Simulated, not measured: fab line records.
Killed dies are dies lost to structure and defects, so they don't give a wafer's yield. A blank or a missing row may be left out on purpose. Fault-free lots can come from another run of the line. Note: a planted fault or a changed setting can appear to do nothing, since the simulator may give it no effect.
A struck lot beside a sound one + flow gf180mcu + 22 steps out of a route of 602
Sound: the wafers L214.1, L214.3, L214.6. Struck: wafer L227.2 (left out: L227.3, a lot-mate that was not struck); the cause follows at the end.
Each step with rows lists, per side, the tool, then ch with its chambers, then its first start. Under that, the readings that differ: sound wafers + struck wafers + difference of the means + sigmas: that difference in standard deviations of wafers without a fault.
alike: a reading whose means differ by less than 2 such deviations, as well as words and numbers matching on both sides. not compared: withheld readings; readings where some wafer has no value; bounds like >300 that might hide an equal value; numbers whose values overlap and for which the record gives no deviation.
The two part at a step that has a row with sigmas, a row that says differs or no value, or rows on one side only. Numbers that don't overlap but have no deviation are shown without sigmas and don't part them. Lack of a reading on every wafer of one side parts them only where that side has two or more wafers.

GF_V3_RS_MEAS_24: measurement is done with a four-point probe.
  sound on film_metro-01 at day 22 11:14; struck on film_metro-03 at day 26 19:31
  alike: V3_W_RS
GF_V3_THK_MEAS_25: measures by xrf.
  sound on film_metro-01 at day 22 11:21; struck on film_metro-03 at day 26 19:37
  alike: V3_W_THK
GF_V3_CMP_26: polishes, stops on SiO2, t overpolish 15 s, target thk 0 nm.
  sound on cmp-01 ch 1,3, day 22 11:25; struck on cmp-01 ch 3, day 26 19:43
  alike: motor_current_A, overpolish_run_s, time_to_endpoint_s
then, 1 step without rows for these wafers: GF_M4_SPUTTER_00 (material Ti, target thk 37.5 nm, time 150 s).
GF_M4_SPUTTER_01: material TiN, target thk 30 nm, time 25 s.
  sound on pvd_sputter-04 at day 22 11:49; struck on pvd_sputter-01 at day 26 20:04
| reading                  | sound                | struck | difference | sigmas |
|--------------------------|----------------------|--------|------------|--------|
| chamber_pressure_pa (Pa) | 0.3995 0.3992 0.4001 | 0.4021 | +0.0025    | +3     |
| throttle_valve_pct (%)   | 30.3 30.7 30.1       | 27.6   | -2.8       | -3     |
GF_M4_SPUTTER_02: material AlCu, target thk 450 nm, time 23.9 s.
  sound on pvd_sputter-04 at day 22 11:50; struck on pvd_sputter-01 at day 26 20:06
| reading                | sound          | struck | difference | sigmas |
|------------------------|----------------|--------|------------|--------|
| throttle_valve_pct (%) | 30.8 30.8 29.9 | 27.6   | -2.9       | -3     |
  alike: chamber_pressure_pa
GF_M4_SPUTTER_03: material Ti, target thk 10 nm, time 6.7 s.
  sound on pvd_sputter-04 at day 22 11:52; struck on pvd_sputter-01 at day 26 20:08
| reading                | sound          | struck | difference | sigmas |
|------------------------|----------------|--------|------------|--------|
| throttle_valve_pct (%) | 30.6 30.4 30.1 | 27.4   | -3.0       | -3     |
  alike: chamber_pressure_pa
GF_M4_SPUTTER_04: material TiN, target thk 50 nm, time 41.7 s.
  sound on pvd_sputter-04 at day 22 11:53; struck on pvd_sputter-01 at day 26 20:09
| reading                | sound          | struck | difference | sigmas |
|------------------------|----------------|--------|------------|--------|
| throttle_valve_pct (%) | 30.5 30.4 30.1 | 27.8   | -2.5       | -3     |
  alike: chamber_pressure_pa
GF_M4_RS_MEAS_05: measurement is done with a four-point probe.
  sound on film_metro-04 at day 22 11:56; struck on film_metro-04 at day 26 20:13
  alike: M4_ALCU_RS
GF_M4_THK_MEAS_06: measures by xrf.
  sound on film_metro-04 at day 22 12:03; struck on film_metro-04 at day 26 20:20
  alike: M4_ALCU_THK
then, 2 steps without rows for these wafers: GF_M4_DEHYDRATE_07 (time 60 s); GF_M4_HMDS_08 (prime time 60 s).
GF_M4_COAT_09: resist thk 1000 nm.
  sound on litho_track-04 ch 0, day 22 22:53; struck on litho_track-04 ch 0, day 27 06:04
| reading                             | sound            | struck | difference | sigmas |
|-------------------------------------|------------------|--------|------------|--------|
| model.KrF_of_M4_COAT_09.thk_nm (nm) | 1002 998.8 996.2 | 1022   | +23        |        |
then, 4 steps without rows for these wafers: GF_M4_SOFTBAKE_10 (time 60 s); GF_M4_EXPOSE_11 (exposes mask Metal4, target cd 280 nm); GF_M4_PEB_12 (peb time 90 s); GF_M4_DEVELOP_13 (develop time 60 s).
GF_M4_CD_MEAS_14 targets a cd of 280 nm.
  sound on cd_sem-01 at day 23 10:32; struck on cd_sem-01 at day 27 16:04
  alike: cd_nm
GF_M4_OVL_MEAS_15:
  sound on overlay-02 at day 23 10:40; struck on overlay-01 at day 27 16:10
  alike: M4_OVL
GF_M4_METAL_ETCH_16: etches the open film in Cl2/BCl3, stops on SiO2, target depth 750.8 nm, time 125.1 s.
  sound on rie_metal-02 ch 0,1, day 23 10:41; struck on rie_metal-02 ch 0, day 27 16:12
| reading                             | sound             | struck | difference | sigmas |
|-------------------------------------|-------------------|--------|------------|--------|
| model.KrF_of_M4_COAT_09.thk_nm (nm) | 689.5 690.2 690.7 | 721.4  | +31.3      |        |
  alike: bias_w, drypump_motor_current_A, oes_product_au, throttle_valve_pct
  not compared: rf_hours_counter_h
GF_M4_STRIP_17: strips in O2/N2.
  sound on plasma_asher-02 ch 0,1, day 23 10:49; struck on plasma_asher-01 ch 1, day 27 16:20
| reading                      | sound             | struck | difference | sigmas |
|------------------------------|-------------------|--------|------------|--------|
| oes_product_au (a.u.)        | 0.531 0.537 0.540 | 0.546  | +0.010     | +2     |
| strip_time_to_endpoint_s (s) | 7.42 7.45 7.45    | 7.75   | +0.31      | +6     |
  alike: drypump_motor_current_A, heater_power_w, n2_flow_sccm, o2_flow_sccm
  not compared: rf_hours_counter_h
then, 1 step without rows for these wafers: GF_M4_STRIP_18 (strips in post etch residue remover, time 1200 s).

WHERE THEY PART
Last at GF_M4_STRIP_17 as far as this record goes, first at GF_M4_SPUTTER_01.

WHY: what the simulator had put in
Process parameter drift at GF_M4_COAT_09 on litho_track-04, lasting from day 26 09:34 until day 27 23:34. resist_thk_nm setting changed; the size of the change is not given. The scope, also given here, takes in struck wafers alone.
